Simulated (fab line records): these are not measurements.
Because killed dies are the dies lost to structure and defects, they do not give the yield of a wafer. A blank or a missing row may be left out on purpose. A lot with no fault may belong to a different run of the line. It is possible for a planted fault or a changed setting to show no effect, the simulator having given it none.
fab line records ; flow sky130 ; part 2 of 2: steps 43 to 43 of 43
record lots=6; wafers=18; last_day=50
route steps=708 shown LI_CONTACT@370 LOCAL_INTERCONNECT@387 CONTACT@406 PAD_OPEN@708
lots with no fault: from the same line, run without faults
start_h: hours from the record's opening day to when the first of the lot's shown wafers began ; wait_h: hours since the lot's step before ; " repeats the value in the row above ; L1.1+2: one row covering several wafers at once ; - no value, or no start given ; * or withheld: withheld ; < > ~ a bound
route shown NAME@n: names a module that has steps shown in the file, with the first one's number in the route ; usual: mean and standard deviation over wafers with no fault ; same: alike in all rows ; chamber/n: place in a boat ; sites: the reading at each site ; _std_site: the standard deviation of these ; _edge_site: outer sites' mean less inner sites' ; radius_mm: for every site, how far away it sits from the centre of the wafer ; mask NAME#n: copy n ; behind: the last tool/chamber to shape the wafer ; hold: reason for holding the lot/hours on hold/outcome of the hold ; device: whichever transistor did not switch (one of n, p or np) ; end of line: the same wafers' tests at the end of the route ; a step with no rows: only its recipe ; killed: count of dies lost to structure and defects at first sort (not the wafer's yield) ; map: a wafer's dies, marking killed ones x, the rest . and places with no die _
set.NAME: setting as actually run; set.NAME@STEP: the setting as run at that earlier step ; model.NAME: the simulator's own value behind a step, which no gauge read
a table for each step, a row for each wafer; lots at some steps of the route
services: the hour from which a tool's chamber was out of use, counted from the record's first day as start_h (under 0 if before that day), plus the number of hours and why
## steps
# step SKY_PAD_OPEN_PROBE_99
# usual killed_at_M0_to_M3=43/7.1; killed_at_M4_up=3.3/2; killed_at_contacts=24/5.1; killed_at_front_end=15/4.6; killed_at_other=0.3/0.6; killed_dies=86/9.6; killed_on_rim=17/3.8; killed_open=46/7.3; killed_short=39/6.7
# same gross_dies=492; killed_at_back_side=0
lot.wafer;tool;chamber;start_h;wait_h;killed_at_M0_to_M3;killed_at_M4_up;killed_at_contacts;killed_at_front_end;killed_at_other;killed_dies;killed_on_rim;killed_open;killed_short
L336.1;prober-02;-;1115.05;0.1;56;4;24;18;0;102;20;53;49
L336.2;prober-02;-;1115.10;0.1;38;3;20;26;0;87;16;52;35
L336.6;prober-02;-;1115.30;0.2;50;2;23;16;1;92;16;49;43
L337.2;prober-01;-;1119.72;0.1;37;0;21;16;0;74;17;42;32
L337.3;prober-01;-;1119.77;0.2;40;1;25;15;0;81;12;42;38
L337.6;prober-01;-;1119.92;0.2;39;4;45;9;0;97;27;31;44
L338.4;prober-02;-;1125.58;0.2;45;4;34;7;0;90;18;49;41
L338.5;prober-02;-;1125.63;0.2;43;4;40;3;0;90;27;44;32
L338.6;prober-02;-;1125.68;0.2;37;4;23;13;0;77;10;41;35
L345.2;prober-01;-;1162.19;0.1;31;2;23;21;1;78;15;38;39
L345.3;prober-01;-;1162.24;0.2;38;2;24;9;2;75;17;46;27
L345.5;prober-01;-;1162.34;0.2;38;7;22;19;0;86;16;51;35
L352.2;prober-02;-;1193.98;0.1;45;5;28;11;0;89;18;37;52
L352.5;prober-02;-;1194.13;0.2;38;2;16;25;0;81;17;37;44
L352.6;prober-02;-;1194.18;0.2;42;4;20;12;1;79;16;36;43
L353.1;prober-01;-;1197.63;0.1;42;3;28;15;1;89;17;45;44
L353.2;prober-01;-;1197.68;0.1;32;1;20;13;0;66;7;39;27
L353.3;prober-01;-;1197.73;0.2;44;3;32;26;0;105;18;53;52
# killed by level:class
L336.1 VIA1:geometric_particle:open=12 VIA1:geometric_particle:short=9 VIA2:geometric_particle:open=8 LI_CONTACT:geometric_particle:open=7 METAL2:geometric_particle:short=7 POLY_GATE:geometric_particle:open=5 POLY_GATE:geometric_particle:short=5 CONTACT:geometric_particle:open=5
L336.2 CONTACT:geometric_particle:open=10 VIA3:geometric_particle:open=8 VIA2:geometric_particle:open=7 FIELD_ISO:geometric_particle:short=6 VIA1:geometric_particle:open=6 VIA2:geometric_particle:short=6 FIELD_ISO:geometric_particle:open=5 POLY_GATE:geometric_particle:short=5
L336.6 VIA1:geometric_particle:open=11 METAL2:geometric_particle:short=9 VIA3:geometric_particle:open=9 CONTACT:geometric_particle:open=7 LOCAL_INTERCONNECT:geometric_particle:short=5 FIELD_ISO:geometric_particle:open=4 POLY_GATE:geometric_particle:open=4 LI_CONTACT:geometric_particle:short=4
L337.2 VIA1:geometric_particle:open=11 VIA3:geometric_particle:open=7 CONTACT:geometric_particle:open=6 LOCAL_INTERCONNECT:geometric_particle:short=5 CONTACT:geometric_particle:short=5 FIELD_ISO:geometric_particle:short=4 POLY_GATE:geometric_particle:open=4 VIA1:geometric_particle:short=4
L337.3 VIA1:geometric_particle:open=14 CONTACT:geometric_particle:open=10 METAL2:geometric_particle:short=7 VIA3:geometric_particle:open=6 FIELD_ISO:geometric_particle:short=5 POLY_GATE:geometric_particle:short=5 LI_CONTACT:geometric_particle:open=5 VIA1:geometric_particle:short=5
L337.6 LI_CONTACT:unspecified=21 METAL2:geometric_particle:short=9 CONTACT:geometric_particle:open=8 VIA1:geometric_particle:open=7 METAL1:geometric_particle:short=6 CONTACT:geometric_particle:short=6 VIA3:geometric_particle:open=6 POLY_GATE:geometric_particle:short=4
L338.4 LI_CONTACT:geometric_particle:open=10 VIA1:geometric_particle:open=8 CONTACT:geometric_particle:short=7 CONTACT:geometric_particle:open=7 VIA2:geometric_particle:open=7 LOCAL_INTERCONNECT:geometric_particle:short=6 METAL1:geometric_particle:short=6 VIA3:geometric_particle:short=5
L338.5 LI_CONTACT:unspecified=14 VIA1:geometric_particle:open=10 CONTACT:geometric_particle:open=10 LI_CONTACT:geometric_particle:open=9 METAL1:geometric_particle:short=8 METAL3:geometric_particle:short=5 VIA3:geometric_particle:open=5 LI_CONTACT:geometric_particle:short=3
L338.6 VIA1:geometric_particle:open=11 CONTACT:geometric_particle:open=9 LI_CONTACT:geometric_particle:open=7 METAL1:geometric_particle:short=6 VIA3:geometric_particle:open=6 LOCAL_INTERCONNECT:geometric_particle:short=4 VIA1:geometric_particle:short=4 METAL2:geometric_particle:short=3
L345.2 POLY_GATE:geometric_particle:short=8 CONTACT:geometric_particle:open=7 VIA3:geometric_particle:open=7 LI_CONTACT:geometric_particle:open=6 CONTACT:geometric_particle:short=6 FIELD_ISO:geometric_particle:short=5 VIA1:geometric_particle:open=5 METAL2:geometric_particle:short=4
L345.3 VIA1:geometric_particle:open=10 VIA3:geometric_particle:open=9 CONTACT:geometric_particle:open=7 LI_CONTACT:geometric_particle:open=6 CONTACT:geometric_particle:short=5 LOCAL_INTERCONNECT:geometric_particle:short=4 METAL2:geometric_particle:short=4 VIA2:geometric_particle:open=4
L345.5 VIA1:geometric_particle:open=10 CONTACT:geometric_particle:open=10 POLY_GATE:geometric_particle:short=8 VIA2:geometric_particle:open=7 LI_CONTACT:geometric_particle:open=6 METAL4:geometric_particle:short=5 VIA3:geometric_particle:open=5 LOCAL_INTERCONNECT:geometric_particle:short=4
L352.2 CONTACT:geometric_particle:short=9 VIA1:geometric_particle:open=9 METAL1:geometric_particle:short=8 LI_CONTACT:geometric_particle:open=7 POLY_GATE:geometric_particle:short=6 METAL2:geometric_particle:short=6 METAL3:geometric_particle:short=6 VIA3:geometric_particle:open=6
L352.5 POLY_GATE:geometric_particle:short=7 LOCAL_INTERCONNECT:geometric_particle:short=6 METAL1:geometric_particle:short=6 METAL2:geometric_particle:short=6 POLY_GATE:geometric_particle:open=5 CONTACT:geometric_particle:open=5 VIA3:geometric_particle:open=5 FIELD_ISO:geometric_particle:open=4
L352.6 METAL2:geometric_particle:short=8 METAL1:geometric_particle:short=7 VIA1:geometric_particle:open=7 FIELD_ISO:geometric_particle:open=5 LOCAL_INTERCONNECT:geometric_particle:short=5 CONTACT:geometric_particle:open=5 METAL3:geometric_particle:short=5 VIA2:geometric_particle:open=4
L353.1 CONTACT:geometric_particle:open=12 VIA1:geometric_particle:open=7 VIA3:geometric_particle:open=7 VIA1:geometric_particle:short=6 LI_CONTACT:geometric_particle:open=6 METAL2:geometric_particle:short=6 FIELD_ISO:geometric_particle:short=4 VIA3:geometric_particle:short=4
L353.2 CONTACT:geometric_particle:open=9 LI_CONTACT:geometric_particle:open=6 VIA2:geometric_particle:open=6 VIA1:geometric_particle:open=5 FIELD_ISO:geometric_particle:open=4 METAL1:geometric_particle:short=4 METAL2:geometric_particle:short=4 FIELD_ISO:geometric_particle:short=3
L353.3 CONTACT:geometric_particle:open=13 VIA1:geometric_particle:open=9 POLY_GATE:geometric_particle:short=8 LI_CONTACT:geometric_particle:open=8 POLY_GATE:geometric_particle:open=6 VIA2:geometric_particle:open=6 FIELD_ISO:geometric_particle:short=5 METAL1:geometric_particle:short=5
# map L337.6 (x killed, . not)
__________.......xxx_________
________....x.....xxxx_______
______....x.....xx.xxxxx_____
_____x..............xxxxx____
____........x...x.xx.xx.xx___
___........xx.....x...x.x.x__
__.....x....x........xxxx..._
_......x....x................
_............x.x..x..........
_.....xx.....x..x......x.....
_x..x....x......x..........x.
_.....x...x.x......x.xx......
_x..........x.x...........x..
_x......x.....x.x............
_x...x..x.x......x.....x.....
__.x...............x.x.x...._
___....x.x.x.x.....x.....x.__
____.........x............___
_____x...................____
______.....x..xx......x._____
________............x._______
__________.....xxx.._________
# map L338.4 (x killed, . not)
__________.....xx..._________
________...........x.._______
______x..x.xx.......x..._____
_____x.x.....x.x.......xx____
____.............x...x...x___
___..x..x........x..x...x.x__
__x..x......................_
_..x.x........x...x.....x....
_x......x....xx............x.
_x..........x.x....x.....x..x
_..x...........x...x...x.....
_...x....xx.......x.xxxx.....
_.......x...x..x.x...........
_..........x..x.x............
_............x..xx..x........
__...x...x..x.x...x........._
___...........x.......x....__
____....x....xx......x...x___
_____...x........x....x..____
______........xx.x.xxx.x_____
________.....xx....x.._______
__________.....x...._________
## services
tool;chamber;start_h;hours;kind
cmp-02;-;705.30;5.1;pm
pvd_sputter-03;0;707.32;-;consumable_replace:kit
pvd_sputter-03;0;707.32;18.0;scheduled_down
rie_diel-01;2;715.25;30.0;repair
rie_metal-02;-;716.44;28.1;pm
pecvd-02;-;719.61;2.8;pm
cmp-01;-;727.94;9.3;pm
rie_metal-01;0;735.80;5.2;repair
cmp-01;-;737.24;8.0;pm
cmp-01;-;745.20;4.0;pm
rie_diel-01;1;751.32;9.9;repair
rie_diel-04;-;755.61;4.3;pm
rie_metal-02;-;756.43;0.3;repair
pecvd-02;-;757.61;1.1;repair
cmp-02;-;762.45;1.9;repair
pecvd-02;-;763.51;2.7;repair
rie_diel-01;-;773.80;15.6;pm
cmp-01;-;788.27;5.7;pm
pecvd-04;-;803.84;5.5;pm
rie_diel-03;1;804.83;4.7;repair
pecvd-02;-;805.26;1.1;repair
pecvd-02;2;846.26;6.0;repair
cmp-01;-;853.36;0.3;repair
pecvd-04;-;875.72;1.6;repair
## key
first_sign step=SKY_PAD_OPEN_PROBE_99; reading=killed_at_contacts; direction=up; sigmas=3.6; usual=24; struck=42
effect step=SKY_PAD_OPEN_PROBE_99; reading=killed_on_rim; direction=up; sigmas=2.7; usual=17; struck=27
met_at SKY_LI_CONTACT_SPUTTER_20
struck_wafers L337.6,L338.5
tester_left_out L337,L338
fault kind=chamber_particle_source; tool=pvd_sputter-02; chamber=-; onset_h=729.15; steps=SKY_LI_CONTACT_SPUTTER_20; rate_per_visit_cm2=1.5976; end_h=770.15; scope=struck_wafers_only
# tester_left_out: of these lots the tester's yield and bins aren't shown, on N5 and GAA mostly nor the transistor test; their killed dies are dies lost to structure and defects alone, not to doping, threshold or leakage, so they don't give the yield
